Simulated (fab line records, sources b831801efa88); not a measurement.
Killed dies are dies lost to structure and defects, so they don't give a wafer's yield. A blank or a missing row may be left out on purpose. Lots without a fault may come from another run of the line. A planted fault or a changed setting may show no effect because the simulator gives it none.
Which tool did it? | flow gf180mcu | 13 lots, 39 wafers sampled, at 4 steps of a route of 602

WHAT THE GAUGES READ, wafer by wafer
GF_VT_IMPLANT_TW_MEAS_10. Usual: VT_IMPLANT_TW 558, standard deviation 8.1.
lot  | measured     | on            | VT_IMPLANT_TW | flag
L357 | day 6 15:19  | film_metro-02 | 567 567 566   |
L359 | day 7 04:01  | film_metro-03 | 544 543 545   |
L360 | day 7 14:32  | film_metro-01 | 556 559 558   |
L361 | day 7 16:13  | film_metro-01 | 559 555 559   |
L362 | day 8 01:29  | film_metro-01 | 556 555 558   |
L365 | day 8 20:54  | film_metro-03 | 545 542 541   |
L366 | day 9 00:58  | film_metro-02 | 563 563 567   |
L367 | day 9 06:27  | film_metro-01 | 562 561 560   |
L370 | day 9 23:29  | film_metro-02 | 559 562 563   |
L371 | day 10 04:11 | film_metro-02 | 560 561 563   |
L372 | day 10 11:51 | film_metro-03 | 547 547 545   |
L374 | day 11 04:08 | film_metro-01 | 564 564 564   |
L375 | day 11 11:17 | film_metro-01 | 566 566 561   |

GF_VT_IMPLANT_RS_MEAS_48: measures by four-point-probe. Usual: LVPWELL_RS 1188 ohm/sq, standard deviation 3.2.
lot  | measured     | on            | LVPWELL_RS (ohm/sq) | flag
L357 | day 8 14:42  | film_metro-04 | 1186 1186 1182      |
L359 | day 9 05:15  | film_metro-04 | 1185 1186 1184      |
L360 | day 9 16:14  | film_metro-03 | 1189 1192 1190      |
L361 | day 9 17:45  | film_metro-01 | 1191 1188 1188      |
L362 | day 10 04:39 | film_metro-04 | 1189 1189 1190      |
L365 | day 11 03:43 | film_metro-03 | 1184 1185 1186      |
L366 | day 11 06:48 | film_metro-03 | 1188 1183 1185      |
L367 | day 11 13:19 | film_metro-03 | 1185 1186 1182      |
L370 | day 12 07:58 | film_metro-03 | 1185 1184 1181      |
L371 | day 12 12:32 | film_metro-04 | 1189 1191 1188      |
L372 | day 12 21:41 | film_metro-01 | 1188 1189 1188      |
L374 | day 13 15:56 | film_metro-03 | 1184 1181 1182      |
L375 | day 13 23:20 | film_metro-04 | 1187 1188 1185      |

GF_DUAL_GATE_OVL_MEAS_11. Usual: DUAL_GATE_OVL 0.3 nm, standard deviation 1.1.
lot  | measured     | on         | DUAL_GATE_OVL (nm) | flag
L357 | day 9 10:06  | overlay-02 | 0.0 -0.8 -0.6      |
L359 | day 10 00:48 | overlay-01 | 2.4 1.4 1.8        |
L360 | day 10 13:07 | overlay-02 | 1.3 1.7 1.1        |
L361 | day 10 13:24 | overlay-02 | 0.0 0.3 0.1        |
L362 | day 11 00:51 | overlay-01 | -1.0 -0.9 -0.2     |
L365 | day 12 00:24 | overlay-01 | 0.5 1.6 0.4        |
L366 | day 12 02:53 | overlay-01 | - - -              | OFF
L367 | day 12 10:15 | overlay-02 | - - -              | OFF
L370 | day 13 05:56 | overlay-02 | -0.5 -0.3 -0.4     |
L371 | day 13 11:23 | overlay-01 | 0.2 0.6 -0.6       |
L372 | day 13 19:36 | overlay-02 | -0.3 1.4 1.8       |
L374 | day 14 14:20 | overlay-02 | 0.6 2.0 2.3        |
L375 | day 14 22:53 | overlay-02 | 0.0 -0.7 -0.8      |

WHICH TOOL RAN EACH LOT (tool, then ch and the chambers of the sampled wafers, then the start)
lot  | GF_DUAL_GATE_COAT_06
L357 | litho_track-03 ch 0, day 9 01:36
L359 | litho_track-01 ch 0, day 9 16:13
L360 | litho_track-02 ch 0, day 10 04:16
L361 | litho_track-01 ch 0, day 10 04:25
L362 | litho_track-02 ch 0, day 10 15:46
L365 | litho_track-03 ch 0, day 11 14:37
L366 | litho_track-02, day 11 17:25
L367 | litho_track-01, day 12 00:44
L370 | litho_track-02 ch 0, day 12 19:43
L371 | litho_track-02 ch 0, day 13 00:37
L372 | litho_track-02 ch 0, day 13 09:02
L374 | litho_track-01 ch 0, day 14 03:40
L375 | litho_track-01 ch 0, day 14 12:07
- GF_DUAL_GATE_COAT_06: resist thk 1000 nm.

WHAT THE TOOLS THEMSELVES READ (means of the sampled wafers that have a number; where no wafer has one, the mark that the record gives instead)
GF_DUAL_GATE_COAT_06. Usual: chill_plate_temp_C 22.98 C, standard deviation 0.11; dispense_pressure_kPa 49 kPa, standard deviation 6; spin_speed_rpm 3000.4 rpm, standard deviation 2.2.
lot  | tool           | chill_plate_temp_C (C) | dispense_pressure_kPa (kPa) | spin_speed_rpm (rpm) | flag
L357 | litho_track-03 | 22.99                  | 58                          | 3000.2               |
L359 | litho_track-01 | 23.02                  | 47                          | 3000.2               |
L360 | litho_track-02 | 23.09                  | 44                          | 3003.4               |
L361 | litho_track-01 | 23.01                  | 47                          | 3000.7               |
L362 | litho_track-02 | 22.91                  | 44                          | 2997.0               |
L365 | litho_track-03 | 23.01                  | 58                          | 2999.3               |
L366 | litho_track-02 | -                      | -                           | -                    | OFF
L367 | litho_track-01 | -                      | -                           | -                    | OFF
L370 | litho_track-02 | 22.85                  | 44                          | 2999.9               |
L371 | litho_track-02 | 22.83                  | 44                          | 3001.1               |
L372 | litho_track-02 | 22.98                  | 44                          | 2999.4               |
L374 | litho_track-01 | 22.92                  | 47                          | 3000.2               |
L375 | litho_track-01 | 22.90                  | 47                          | 2998.9               |

THE ANSWER, worked out from the rows above alone
Rule: a lot is off if the mean of its wafers that have a number lies more than 3 standard deviations from the usual mean. A lot without any number at a reading at which 4 lots or more have one is off too. The other lots that the step has rows for count as sound. The gauges are gone through in route order, then the tools' own readings, and for those a lot's mean is taken as printed above. The first step at which some lot is off is used, and at that step the reading that is off furthest; a lot without a number counts as furthest.
Off: L366, L367, at GF_DUAL_GATE_OVL_MEAS_11 (DUAL_GATE_OVL). Without a number there: L366, L367.
A tool fits if, at a process step before that reading, it ran every lot that is off, and no sound lot after the first of them. The gauges at GF_DUAL_GATE_OVL_MEAS_11 aren't tried: what is off there is off at GF_DUAL_GATE_COAT_06 too, on other tools, and a gauge's error can't cause that. None of those tried fits.

WHAT THE SIMULATOR HAD PUT IN
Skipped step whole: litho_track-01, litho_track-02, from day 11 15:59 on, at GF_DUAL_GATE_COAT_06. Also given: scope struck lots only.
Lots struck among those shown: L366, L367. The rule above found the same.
